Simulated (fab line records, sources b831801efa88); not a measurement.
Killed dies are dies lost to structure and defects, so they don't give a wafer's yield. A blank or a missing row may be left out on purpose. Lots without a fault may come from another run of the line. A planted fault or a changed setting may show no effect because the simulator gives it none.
Chamber matching | flow sky130 | SKY_LI_CONTACT_ETCH_15 on rie_diel-04: 4 sister chambers
The step etches PSG in C4F8/O2/Ar, stops on Si, target depth 600 nm. 33 wafers are shown with their chamber, then 12 later ones without.

WAFERS WITH THEIR CHAMBER
wafer  | chamber | rf_fwd_power_W (W) | oes_product_au (a.u.)
L074.2 | 0       | 1487               | 0.827
L074.3 | 3       | 1495               | 0.843
L074.4 | 2       | 1491               | 0.831
L075.1 | 2       | 1492               | 0.838
L075.2 | 1       | 1489               | 0.832
L075.3 | 0       | 1484               | 0.841
L075.4 | 3       | 1486               | 0.842
L075.5 | 2       | 1489               | 0.834
L075.6 | 1       | 1492               | 0.845
L076.1 | 2       | 1493               | 0.835
L076.2 | 3       | 1499               | 0.832
L076.3 | 0       | 1482               | 0.840
L077.2 | 1       | 1486               | 0.834
L077.3 | 0       | 1485               | 0.836
L077.4 | 2       | 1493               | 0.840
L081.1 | 1       | 1479               | 0.829
L081.2 | 2       | 1490               | 0.837
L081.3 | 3       | 1486               | 0.841
L081.4 | 0       | 1488               | 0.838
L081.5 | 2       | 1488               | 0.840
L081.6 | 1       | 1485               | 0.829
L086.2 | 1       | 1498               | 0.841
L086.3 | 2       | 1494               | 0.842
L086.4 | 0       | 1487               | 0.829
L089.1 | 0       | 1488               | 0.833
L089.3 | 2       | 1494               | 0.837
L089.6 | 0       | 1488               | 0.834
L088.3 | 3       | 1494               | 0.830
L088.5 | 3       | 1490               | 0.841
L088.6 | 0       | 1483               | 0.833
L091.1 | 3       | 1490               | 0.841
L091.2 | 1       | 1495               | 0.837
L091.5 | 0       | 1496               | 0.834

SIGNATURES (means of the wafers above)
reading        | chamber 0 | chamber 1 | chamber 2 | chamber 3 | scatter within a chamber
rf_fwd_power_W | 1486.80   | 1489.14   | 1491.56   | 1491.43   | 4.42
oes_product_au | 0.83450   | 0.83529   | 0.83711   | 0.83857   | 0.00477
Rule: a wafer's distance from a chamber is the root of the sum, over the readings, of the square of ((its reading less the chamber's mean) divided by the reading's scatter). The wafer belongs to the nearest chamber; if the next one is less than 2 further off, it can't be placed. The scatter: the root of (the sum of the squares of (reading less its chamber's mean) over the shown wafers, divided by (wafers less chambers)).

WAFERS WITHOUT THEIR CHAMBER
wafer  | rf_fwd_power_W (W) | oes_product_au (a.u.)
L092.1 | 1484               | 0.836
L092.2 | 1493               | 0.846
L092.3 | 1493               | 0.835
L092.4 | 1488               | 0.833
L092.5 | 1489               | 0.839
L092.6 | 1497               | 0.847
L094.1 | 1482               | 0.843
L094.2 | 1500               | 0.839
L094.3 | 1476               | 0.835
L094.4 | 1493               | 0.832
L094.5 | 1488               | 0.839
L094.6 | 1489               | 0.835

WHICH CHAMBER EACH WENT THROUGH
wafer  | from the rows above               | in truth
L092.1 | can't be placed: 0 or 1 or 2 or 3 | 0
L092.2 | can't be placed: 3 or 2 or 1 or 0 | 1
L092.3 | can't be placed: 2 or 3 or 1 or 0 | 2
L092.4 | can't be placed: 0 or 1 or 2 or 3 | 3
L092.5 | can't be placed: 3 or 2 or 1 or 0 | 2
L092.6 | can't be placed: 3 or 2 or 1 or 0 | 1
L094.1 | can't be placed: 0 or 1 or 3 or 2 | 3
L094.2 | can't be placed: 3 or 2 or 1 or 0 | 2
L094.3 | can't be placed: 0 or 1 or 2 or 3 | 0
L094.4 | can't be placed: 1 or 2 or 3 or 0 | 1
L094.5 | can't be placed: 3 or 1 or 2 or 0 | 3
L094.6 | can't be placed: 1 or 0 or 2 or 3 | 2
Placed correctly: 0 of 12. Can't be placed from these rows: 12 (the true chamber is among the candidates in 12). Placed wrongly: 0.
